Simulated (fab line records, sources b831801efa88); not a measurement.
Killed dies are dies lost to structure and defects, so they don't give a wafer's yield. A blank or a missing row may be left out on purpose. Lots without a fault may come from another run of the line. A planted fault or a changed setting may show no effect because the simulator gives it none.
Chamber matching | flow sky130 | SKY_VIA4_CMP_02 on cmp-02: 4 sister chambers
The step polishes SiO2. 8 wafers are shown with their chamber, then 12 later ones without.

WAFERS WITH THEIR CHAMBER
wafer  | chamber | motor_current_A (A)
L091.1 | 1       | 12.7
L091.2 | 2       | 12.2
L090.2 | 3       | 12.7
L090.3 | 0       | 12.3
L090.4 | 1       | 12.6
L092.3 | 0       | 11.9
L092.5 | 3       | 12.9
L092.6 | 2       | 12.7

WAFERS WITHOUT THEIR CHAMBER
wafer  | motor_current_A (A)
L093.2 | 12.2
L093.3 | 12.3
L093.5 | 12.5
L093.1 | 13.1
L093.4 | 12.7
L093.6 | 12.7
L096.1 | 11.2
L096.2 | 12.1
L096.5 | 11.9
L096.3 | 12.9
L096.4 | 13.0
L096.6 | 13.1

WHICH CHAMBER EACH WENT THROUGH
wafer  | from the rows above               | in truth
L093.2 | can't be placed: 0 or 2 or 1      | 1
L093.3 | can't be placed: 2 or 0 or 1 or 3 | 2
L093.5 | can't be placed: 2 or 1 or 3 or 0 | 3
L093.1 | can't be placed: 3 or 1 or 2      | 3
L093.4 | can't be placed: 1 or 3 or 2      | 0
L093.6 | can't be placed: 1 or 3 or 2      | 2
L096.1 | can't be placed: 0 or 2           | 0
L096.2 | can't be placed: 0 or 2           | 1
L096.5 | can't be placed: 0 or 2           | 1
L096.3 | can't be placed: 3 or 1 or 2      | 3
L096.4 | can't be placed: 3 or 1 or 2      | 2
L096.6 | can't be placed: 3 or 1 or 2      | 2
Placed correctly: 0 of 12. Can't be placed from these rows: 12 (the true chamber is among the candidates in 9). Placed wrongly: 0.
How it was worked out, from the rows above alone: a wafer's distance from a chamber is the root of the sum, over the readings, of the square of ((its reading less the chamber's mean) divided by the reading's scatter). The wafer belongs to the nearest chamber; if the next one is less than 2 further off, it can't be placed. A chamber's mean is the mean of its shown wafers. The scatter: the root of (the sum of the squares of (reading less its chamber's mean) over the shown wafers, divided by (wafers less chambers)).
